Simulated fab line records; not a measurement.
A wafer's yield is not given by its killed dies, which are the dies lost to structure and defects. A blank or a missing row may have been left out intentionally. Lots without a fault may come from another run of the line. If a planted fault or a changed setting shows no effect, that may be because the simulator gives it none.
fab line records    flow sky130
record lots=14  wafers=42  last-day=50
route steps=708 shown LDD_HVP@288 LDD_LDN@302 POLY_CUT@317 RES_XHIGH@340 SD_N@349
lots that met no fault: taken from a fault-free run of the same line
start-h: hours from the record's opening day to when the first of the lot's shown wafers began    wait-h: hours from the lot's prior step to this one    " identical to the entry in the row above    L1.1+2: several wafers, shown together as one row    - no value, or no start was given    * or withheld: withheld    < > ~ a bound
route shown NAME@n: a module of which the file shows steps, and the number in the route of the first    usual: mean and standard deviation over wafers with no fault    same: alike in all rows    chamber/n: place in a boat    sites: each site's reading    _std_site: the standard deviation of these    _edge_site: mean of outer sites minus mean of inner sites    radius-mm: how far each site lies from the wafer's centre    mask NAME#n: copy n    behind: tool/chamber where the wafer was last shaped    hold: what put the lot on hold/how long, in hours/how the hold closed    device: transistor that didn't switch, given as n, p or np    end of line: the tests these same wafers got at the end of their route    step lacking rows: just its recipe    killed: dies that structure and defects cost at the first sort, which is not the same as the wafer's yield    map: per-die view of a wafer (x killed, . not killed, _ where there is no die)
set.NAME: the setting that was run; set.NAME@STEP: the one run at that earlier step    model.NAME: the simulator's own value behind a step, which no gauge read
one table for each step of the route and one row for each wafer, over a sample of lots
services: a tool's chamber out of use, with start hour (start-h, from the record's first day; less than 0 if before it), hours out, and reason
## steps
# step SKY_LDD_HVP_TW_MEAS_10
# usual LDD_HVP_TW=454.7/2.6
lot.wafer  tool           chamber  start-h  wait-h  LDD_HVP_TW
L530.1     film-metro-04  -        486.23   0.1     456.7
L530.2     "              -        "        "       459.2
L530.3     "              -        "        "       459.7
L532.2     film-metro-03  -        504.09   0.1     451.9
L532.3     "              -        "        "       450.2
L532.6     "              -        "        "       453.0
L533.1     film-metro-04  -        530.62   0.1     455.3
L533.3     "              -        "        "       455.2
L533.4     "              -        "        "       455.8
L534.3     film-metro-03  -        532.99   0.1     455.0
L534.5     "              -        "        "       454.7
L534.6     "              -        "        "       455.9
L535.1     film-metro-03  -        537.52   0.1     454.7
L535.3     "              -        "        "       454.0
L535.4     "              -        "        "       454.7
L536.3     film-metro-03  -        548.25   0.1     452.7
L536.4     "              -        "        "       453.8
L536.5     "              -        "        "       453.6
L539.1     film-metro-03  -        584.82   0.1     452.8
L539.2     "              -        "        "       451.5
L539.5     "              -        "        "       454.4
L538.2     film-metro-02  -        585.73   0.1     457.9
L538.3     "              -        "        "       458.7
L538.4     "              -        "        "       458.6
L546.2     film-metro-03  -        633.38   0.1     452.5
L546.5     "              -        "        "       448.7
L546.6     "              -        "        "       449.5
L548.2     film-metro-02  -        643.93   0.1     456.8
L548.4     "              -        "        "       454.4
L548.5     "              -        "        "       457.1
L547.1     film-metro-03  -        645.71   0.1     454.9
L547.2     "              -        "        "       452.7
L547.4     "              -        "        "       451.7
L549.1     film-metro-03  -        660.06   0.1     456.0
L549.2     "              -        "        "       452.2
L549.3     "              -        "        "       452.9
L550.3     film-metro-03  -        660.90   0.1     452.9
L550.4     "              -        "        "       453.6
L550.5     "              -        "        "       453.4
L553.1     film-metro-03  -        684.82   0.1     459.4
L553.4     "              -        "        "       457.9
L553.5     "              -        "        "       458.5
# step SKY_LDD_LDN_TW_MEAS_13
# usual LDD_LDN_TW=1476/7.9
lot.wafer  tool           chamber  start-h  wait-h  LDD_LDN_TW
L530.1     film-metro-03  -        518.00   0.1     1465
L530.2     "              -        "        "       1457
L530.3     "              -        "        "       1465
L532.2     film-metro-03  -        535.22   0.1     1468
L532.3     "              -        "        "       1467
L532.6     "              -        "        "       1467
L533.1     film-metro-02  -        561.05   0.1     1474
L533.3     "              -        "        "       1481
L533.4     "              -        "        "       1474
L534.3     film-metro-02  -        563.27   0.1     1473
L534.5     "              -        "        "       1480
L534.6     "              -        "        "       1482
L535.1     film-metro-03  -        567.60   0.1     1465
L535.3     "              -        "        "       1464
L535.4     "              -        "        "       1463
L536.3     film-metro-01  -        578.90   0.1     1484
L536.4     "              -        "        "       1472
L536.5     "              -        "        "       1478
L539.1     film-metro-01  -        614.43   0.1     1477
L539.2     "              -        "        "       1479
L539.5     "              -        "        "       1488
L538.2     film-metro-02  -        615.99   0.1     1480
L538.3     "              -        "        "       1479
L538.4     "              -        "        "       1477
L546.2     film-metro-03  -        662.59   0.1     1475
L546.5     "              -        "        "       1469
L546.6     "              -        "        "       1465
L548.2     film-metro-01  -        672.74   0.1     1481
L548.4     "              -        "        "       1479
L548.5     "              -        "        "       1476
L547.1     film-metro-03  -        675.00   0.1     1483
L547.2     "              -        "        "       1486
L547.4     "              -        "        "       1482
L549.1     film-metro-02  -        688.33   0.1     1473
L549.2     "              -        "        "       1472
L549.3     "              -        "        "       1482
L550.3     film-metro-02  -        690.15   0.1     1474
L550.4     "              -        "        "       1474
L550.5     "              -        "        "       1478
L553.1     film-metro-03  -        712.20   0.1     1478
L553.4     "              -        "        "       1470
L553.5     "              -        "        "       1472
# step SKY_POLY_CUT_ETCH_10
# recipe chemistry=N2/H2  target=BARC  ion-energy-ev=200  source-w=500  bias-w=100  pressure-mtorr=30  n2-flow-sccm=100  h2-flow-sccm=200  stop-on=SiO2  time-s=45.9  target-depth-a=600
# usual drypump-motor-current-A=5.6/0.38  oes-product-au=0.855/0.0049  throttle-valve-pct=13.225/0.0089
# same time-s=45.9
lot.wafer  tool         chamber  start-h  wait-h  drypump-motor-current-A  oes-product-au  rf-hours-counter-h  throttle-valve-pct
L530.1     rie-diel-02  1        549.72   0.0     6.2                      0.850           5                   13.233
L530.2     "            3        "        "       4.9                      0.859           11                  13.217
L530.3     "            0        "        "       5.3                      0.848           7                   13.212
L532.2     rie-diel-02  1        568.27   0.0     6.2                      0.855           5                   13.222
L532.3     "            3        "        "       4.9                      0.846           12                  13.225
L532.6     "            1        "        "       6.2                      0.856           -                   13.218
L533.1     rie-diel-03  0        592.02   0.0     5.3                      0.847           23                  13.242
L533.3     "            3        "        "       5.2                      0.852           11                  13.228
L533.4     "            1        "        "       6.0                      0.847           8                   13.225
L534.3     rie-diel-01  2        593.87   0.0     5.7                      0.850           49                  13.218
L534.5     "            3        "        "       6.2                      0.857           -                   13.224
L534.6     "            0        "        "       5.7                      0.853           -                   13.232
L535.1     rie-diel-03  0        598.68   0.0     5.3                      0.845           23                  13.217
L535.3     "            2        "        "       5.9                      0.860           1                   13.235
L535.4     "            1        "        "       6.0                      0.855           8                   13.222
L536.3     rie-diel-01  3        608.48   0.0     6.1                      0.863           14                  13.209
L536.4     "            0        "        "       5.6                      0.864           55                  13.218
L536.5     "            1        "        "       5.5                      0.857           -                   13.215
L538.2     rie-diel-03  1        646.53   0.0     6.0                      0.854           9                   13.219
L538.3     "            3        "        "       5.2                      0.845           12                  13.231
L538.4     "            2        "        "       5.9                      0.856           2                   13.238
L539.1     rie-diel-02  2        646.88   0.0     5.6                      0.848           10                  13.221
L539.2     "            0        "        "       5.3                      0.851           10                  13.216
L539.5     "            0        "        "       5.3                      0.855           -                   13.226
L546.2     rie-diel-03  0        699.92   0.0     5.3                      0.856           26                  13.237
L546.5     "            0        "        "       5.3                      0.855           -                   13.239
L546.6     "            1        "        "       5.9                      0.854           -                   13.235
L548.2     rie-diel-01  3        702.83   0.0     6.1                      0.718           16                  13.222
L548.4     "            3        "        "       6.2                      0.857           -                   13.233
L548.5     "            0        "        "       5.6                      0.854           -                   13.232
L547.1     rie-diel-01  0        705.87   0.0     5.6                      0.857           0                   13.227
L547.2     "            3        "        "       6.1                      0.716           16                  13.205
L547.4     "            0        "        "       5.6                      0.855           -                   13.233
L549.1     rie-diel-03  1        718.78   0.0     5.9                      0.861           11                  13.233
L549.2     "            2        "        "       5.9                      0.860           4                   13.226
L549.3     "            0        "        "       5.3                      0.856           26                  13.210
L550.3     rie-diel-03  3        720.44   0.0     5.2                      0.854           14                  13.227
L550.4     "            0        "        "       5.3                      0.854           26                  13.229
L550.5     "            1        "        "       6.0                      0.857           -                   13.230
L553.1     rie-diel-03  2        741.88   0.0     5.9                      0.856           5                   13.224
L553.4     "            0        "        "       5.3                      0.855           27                  13.225
L553.5     "            3        "        "       5.2                      0.857           -                   13.225
# step SKY_POLY_CUT_ETCH_11
# recipe target=Si3N4  chemistry=CF4/CH2F2/Ar  stop-on=poly-Si  source-w=600  bias-w=150  pressure-mtorr=40  cf4-flow-sccm=40  ch2f2-flow-sccm=20  Ar_flow_sccm=150  time-s=42.5  target-depth-a=600
# usual ch2f2-flow-sccm=20.01/0.058  drypump-motor-current-A=5.6/0.39  mfc-ar-sccm=150.0/0.48  oes-product-au=0.831/0.0063  throttle-valve-pct=14.995/0.0091
# same time-s=42.5
lot.wafer  tool         chamber  start-h  wait-h  ch2f2-flow-sccm  drypump-motor-current-A  mfc-ar-sccm  oes-product-au  rf-hours-counter-h  throttle-valve-pct
L530.1     rie-diel-02  1        549.76   0.0     20.10            6.2                      149.5        0.831           5                   15.005
L530.2     "            3        "        "       19.99            4.8                      150.5        0.839           11                  14.998
L530.3     "            0        "        "       20.09            5.3                      150.1        0.833           7                   15.011
L532.2     rie-diel-02  1        568.31   0.0     19.94            6.2                      149.9        0.836           5                   14.999
L532.3     "            3        "        "       20.03            4.8                      149.8        0.833           12                  14.986
L532.6     "            1        "        "       19.97            6.2                      149.8        0.837           -                   15.003
L533.1     rie-diel-03  0        592.06   0.0     19.96            5.3                      149.8        0.823           23                  14.998
L533.3     "            3        "        "       20.04            5.2                      150.1        0.831           11                  15.000
L533.4     "            1        "        "       20.08            6.0                      149.6        0.835           8                   14.995
L534.3     rie-diel-01  2        593.91   0.0     20.03            5.7                      149.1        0.830           49                  15.017
L534.5     "            3        "        "       19.95            6.1                      150.6        0.843           -                   14.978
L534.6     "            0        "        "       19.96            5.6                      149.9        0.829           -                   15.006
L535.1     rie-diel-03  0        598.72   0.0     20.09            5.3                      150.2        0.826           23                  14.992
L535.3     "            2        "        "       19.99            5.9                      150.6        0.822           1                   14.974
L535.4     "            1        "        "       20.07            5.9                      148.9        0.825           8                   15.010
L536.3     rie-diel-01  3        608.52   0.0     20.03            6.1                      149.8        0.827           14                  14.996
L536.4     "            0        "        "       20.08            5.6                      150.7        0.825           55                  14.998
L536.5     "            1        "        "       20.07            5.5                      150.4        0.826           -                   14.987
L538.2     rie-diel-03  1        646.57   0.0     19.95            6.0                      149.8        0.823           9                   14.985
L538.3     "            3        "        "       19.95            5.2                      149.8        0.816           12                  15.001
L538.4     "            2        "        "       19.97            5.9                      149.5        0.823           2                   15.008
L539.1     rie-diel-02  2        646.92   0.0     20.03            5.6                      150.5        0.831           10                  15.005
L539.2     "            0        "        "       19.99            5.3                      150.3        0.834           10                  14.992
L539.5     "            0        "        "       19.92            5.3                      150.1        0.834           -                   14.993
L546.2     rie-diel-03  0        699.96   0.0     20.04            5.3                      150.4        0.830           26                  15.000
L546.5     "            0        "        "       20.00            5.3                      149.8        0.834           -                   14.981
L546.6     "            1        "        "       20.09            6.0                      149.9        0.832           -                   15.014
L548.2     rie-diel-01  3        702.87   0.0     19.99            6.2                      150.1        0.379           16                  14.943
L548.4     "            3        "        "       19.99            6.2                      149.6        0.836           -                   14.983
L548.5     "            0        "        "       20.02            5.6                      149.8        0.831           -                   14.997
L547.1     rie-diel-01  0        705.91   0.0     20.11            5.6                      149.2        0.822           0                   14.999
L547.2     "            3        "        "       19.97            6.2                      150.4        0.375           16                  14.953
L547.4     "            0        "        "       20.06            5.7                      150.1        0.829           -                   15.018
L549.1     rie-diel-03  1        718.82   0.0     20.14            5.9                      150.4        0.838           11                  15.006
L549.2     "            2        "        "       19.91            5.8                      150.9        0.823           4                   14.976
L549.3     "            0        "        "       20.10            5.3                      150.3        0.829           26                  14.992
L550.3     rie-diel-03  3        720.49   0.0     19.92            5.2                      149.9        0.830           14                  15.002
L550.4     "            0        "        "       20.01            5.3                      150.4        0.836           26                  15.001
L550.5     "            1        "        "       19.90            6.0                      149.3        0.827           -                   15.002
L553.1     rie-diel-03  2        741.92   0.0     19.98            5.9                      150.6        0.824           5                   14.996
L553.4     "            0        "        "       19.99            5.3                      149.8        0.833           27                  14.996
L553.5     "            3        "        "       20.03            5.2                      149.2        0.831           -                   15.002
# step SKY_RES_XHIGH_STRIP_08
# recipe chemistry=O2/N2  power-w=1400  pressure-mtorr=1500  platen-temp-c=withheld  o2-flow-sccm=3000  n2-flow-sccm=300  overash-fraction=0.5
# usual drypump-motor-current-A=5.5/0.58  oes-product-au=0.710/0.0046  strip-time-to-endpoint-s=14.28/0.042
lot.wafer  tool             chamber  start-h  wait-h  drypump-motor-current-A  oes-product-au  rf-hours-counter-h  strip-time-to-endpoint-s
L530.1     plasma-asher-02  0        609.34   0.1     5.8                      0.717           91                  14.30
L530.2     "                1        "        "       6.2                      0.707           91                  14.25
L530.3     "                0        "        "       5.8                      0.716           -                   14.26
L532.2     plasma-asher-02  1        626.24   0.1     6.2                      0.713           94                  14.35
L532.3     "                0        "        "       5.8                      0.710           -                   14.30
L532.6     "                1        "        "       6.2                      0.709           -                   14.28
L533.1     plasma-asher-04  1        650.14   0.1     4.7                      0.712           84                  14.29
L533.3     "                1        "        "       4.7                      0.711           -                   14.36
L533.4     "                0        "        "       5.0                      0.707           -                   14.30
L534.3     plasma-asher-02  1        651.98   0.1     6.2                      0.717           -                   14.32
L534.5     "                0        "        "       5.8                      0.708           -                   14.28
L534.6     "                1        "        "       6.2                      0.714           -                   14.28
L535.1     plasma-asher-02  0        656.08   0.1     5.8                      0.708           98                  14.34
L535.3     "                1        "        "       6.2                      0.719           -                   14.32
L535.4     "                0        "        "       5.8                      0.715           -                   14.28
L536.3     plasma-asher-04  1        665.23   0.1     4.7                      0.714           -                   14.31
L536.4     "                0        "        "       5.0                      0.712           -                   14.30
L536.5     "                0        "        "       5.0                      0.707           -                   14.28
L538.2     plasma-asher-02  0        703.12   0.1     5.8                      0.708           102                 14.34
L538.3     "                0        "        "       5.8                      0.701           -                   14.29
L538.4     "                1        "        "       6.2                      0.707           -                   14.32
L539.1     plasma-asher-04  0        703.44   0.1     5.0                      0.714           90                  14.25
L539.2     "                1        "        "       4.7                      0.713           90                  14.21
L539.5     "                1        "        "       4.7                      0.709           -                   14.18
L546.2     plasma-asher-03  1        754.64   0.1     5.0                      0.707           28                  14.26
L546.5     "                0        "        "       6.0                      0.714           -                   14.24
L546.6     "                1        "        "       5.0                      0.702           -                   14.23
L548.2     plasma-asher-02  0        756.79   0.1     5.8                      0.723           1                   14.29
L548.4     "                1        "        "       6.2                      0.714           -                   14.25
L548.5     "                1        "        "       6.2                      0.709           -                   14.27
L547.1     plasma-asher-03  0        760.34   0.1     6.0                      0.710           28                  14.22
L547.2     "                1        "        "       5.0                      0.706           28                  14.23
L547.4     "                1        "        "       5.0                      0.719           -                   14.24
L549.1     plasma-asher-03  0        772.99   0.1     6.0                      0.710           30                  14.26
L549.2     "                1        "        "       5.0                      0.704           30                  14.31
L549.3     "                0        "        "       6.0                      0.711           -                   14.29
L550.3     plasma-asher-03  1        774.72   0.1     5.0                      0.719           -                   14.26
L550.4     "                0        "        "       6.0                      0.717           -                   14.24
L550.5     "                1        "        "       5.1                      0.711           -                   14.29
L553.1     plasma-asher-02  1        794.57   0.1     6.2                      0.707           5                   14.25
L553.4     "                1        "        "       6.2                      0.716           -                   14.24
L553.5     "                0        "        "       5.8                      0.718           -                   14.20
# step SKY_SD_N_CD_MEAS_07
# recipe target-cd-nm=380
# usual cd-nm=380.0/2.2
lot.wafer  tool       chamber  start-h  wait-h  cd-nm
L530.1     cd-sem-02  -        638.01   0.1     380.6
L530.2     "          -        "        "       380.1
L530.3     "          -        "        "       379.2
L532.2     cd-sem-01  -        655.34   0.1     380.6
L532.3     "          -        "        "       382.1
L532.6     "          -        "        "       383.9
L533.1     cd-sem-02  -        677.72   0.1     379.2
L533.3     "          -        "        "       380.0
L533.4     "          -        "        "       381.2
L534.3     cd-sem-01  -        679.10   0.1     375.8
L534.5     "          -        "        "       378.0
L534.6     "          -        "        "       377.7
L535.1     cd-sem-01  -        683.91   0.1     384.7
L535.3     "          -        "        "       382.9
L535.4     "          -        "        "       384.3
L536.3     cd-sem-01  -        692.31   0.1     383.1
L536.4     "          -        "        "       379.6
L536.5     "          -        "        "       381.2
L538.2     cd-sem-02  -        730.43   0.3     379.6
L538.3     "          -        "        "       381.0
L538.4     "          -        "        "       380.2
L539.1     cd-sem-02  -        730.53   0.3     378.7
L539.2     "          -        "        "       375.8
L539.5     "          -        "        "       378.9
L546.2     cd-sem-01  -        781.26   0.1     381.3
L546.5     "          -        "        "       383.6
L546.6     "          -        "        "       377.0
L548.2     cd-sem-01  -        783.76   0.1     -
L548.4     "          -        "        "       378.8
L548.5     "          -        "        "       379.5
L547.1     cd-sem-01  -        786.86   0.1     381.3
L547.2     "          -        "        "       -
L547.4     "          -        "        "       383.9
L549.1     cd-sem-01  -        799.46   0.1     382.3
L549.2     "          -        "        "       380.1
L549.3     "          -        "        "       383.6
L550.3     cd-sem-01  -        801.36   0.1     378.2
L550.4     "          -        "        "       377.2
L550.5     "          -        "        "       380.3
L553.1     cd-sem-01  -        821.16   0.1     381.1
L553.4     "          -        "        "       381.5
L553.5     "          -        "        "       382.2
# step SKY_SD_N_OVL_MEAS_08
# usual SD_N_OVL=0.8/1.3
lot.wafer  tool        chamber  start-h  wait-h  SD_N_OVL[nm]
L530.1     overlay-01  -        638.13   0.1     2.1
L530.2     "           -        "        "       2.1
L530.3     "           -        "        "       2.0
L532.2     overlay-01  -        655.45   0.1     1.8
L532.3     "           -        "        "       3.6
L532.6     "           -        "        "       2.3
L533.1     overlay-02  -        677.84   0.1     0.0
L533.3     "           -        "        "       0.9
L533.4     "           -        "        "       1.8
L534.3     overlay-02  -        679.19   0.1     1.1
L534.5     "           -        "        "       0.3
L534.6     "           -        "        "       0.7
L535.1     overlay-02  -        684.03   0.1     0.9
L535.3     "           -        "        "       1.7
L535.4     "           -        "        "       1.7
L536.3     overlay-02  -        692.41   0.1     -1.4
L536.4     "           -        "        "       -1.5
L536.5     "           -        "        "       -1.3
L538.2     overlay-02  -        730.54   0.1     3.0
L538.3     "           -        "        "       1.8
L538.4     "           -        "        "       2.3
L539.1     overlay-01  -        730.65   0.1     -1.0
L539.2     "           -        "        "       -0.2
L539.5     "           -        "        "       -1.4
L546.2     overlay-01  -        781.37   0.1     -1.9
L546.5     "           -        "        "       1.6
L546.6     "           -        "        "       0.3
L548.2     overlay-02  -        783.87   0.1     -
L548.4     "           -        "        "       1.4
L548.5     "           -        "        "       1.7
L547.1     overlay-02  -        786.98   0.1     0.3
L547.2     "           -        "        "       -
L547.4     "           -        "        "       2.3
L549.1     overlay-02  -        799.58   0.1     2.9
L549.2     "           -        "        "       4.6
L549.3     "           -        "        "       2.4
L550.3     overlay-01  -        801.46   0.1     2.6
L550.4     "           -        "        "       2.8
L550.5     "           -        "        "       1.4
L553.1     overlay-02  -        821.28   0.1     0.8
L553.4     "           -        "        "       2.6
L553.5     "           -        "        "       -0.2
## services
tool             chamber  start-h  hours  kind
plasma-asher-03  -        576.64   2.3    repair
rie-diel-02      0        603.50   1.5    repair
plasma-asher-03  -        609.13   39.3   pm
plasma-asher-04  -        628.39   2.8    pm
rie-diel-01      3        630.12   9.4    repair
rie-diel-03      1        639.04   5.1    repair
rie-diel-02      3        639.76   2.1    repair
rie-diel-02      2        642.40   4.2    repair
rie-diel-01      1        658.16   2.6    repair
rie-diel-02      3        659.41   3.1    repair
rie-diel-02      0        664.67   1.5    repair
rie-diel-01      2        666.44   6.0    repair
rie-diel-01      0        672.46   -      clean
rie-diel-01      0        672.46   15.5   scheduled-down
rie-diel-01      0        672.46   15.5   vent-cycle
rie-diel-02      2        696.23   15.7   repair
rie-diel-01      1        701.79   -      clean
rie-diel-01      1        701.79   28.6   scheduled-down
rie-diel-01      1        701.79   28.6   vent-cycle
rie-diel-02      1        705.95   8.6    repair
plasma-asher-02  -        733.75   9.0    pm
rie-diel-01      2        744.94   5.6    repair
plasma-asher-02  -        781.15   2.8    pm
rie-diel-01      -        791.76   2.8    pm
## key
first-sign step=SKY_POLY_CUT_ETCH_10  reading=oes-product-au  direction=down  sigmas=28  usual=0.855  struck=0.717
effect step=SKY_POLY_CUT_ETCH_11  reading=oes-product-au  direction=down  sigmas=72  usual=0.831  struck=0.377
effect step=SKY_SD_N_CD_MEAS_07  reading=cd-nm  direction=missing
effect step=SKY_SD_N_OVL_MEAS_08  reading=SD_N_OVL  direction=missing
met-at SKY_POLY_CUT_ETCH_10
struck-lots L547,L548
struck-wafers L547.2,L548.2
sort-left-out L547.2,L548.2
tester-left-out L547,L548
not-acting-at SKY_LDD_HVP_TW_MEAS_10,SKY_LDD_LDN_TW_MEAS_13,SKY_RES_XHIGH_STRIP_08
onset-between 608.48 702.83
fault kind=process-parameter-drift  tool=rie-diel-01  chamber=-  onset-h=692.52  steps=SKY_POLY_CUT_ETCH_10  channel=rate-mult  offset=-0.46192  shape=step  end-h=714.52  scope=struck-wafers-only
# tester-left-out: of these lots the tester's yield and bins aren't shown, on N5 and GAA mostly nor the transistor test; their killed dies are dies lost to structure and defects alone, not to doping, threshold or leakage, so they don't give the yield
# sort-left-out: the simulated sort isn't trusted on such a fault, so these wafers' sort isn't shown, and their yield isn't known
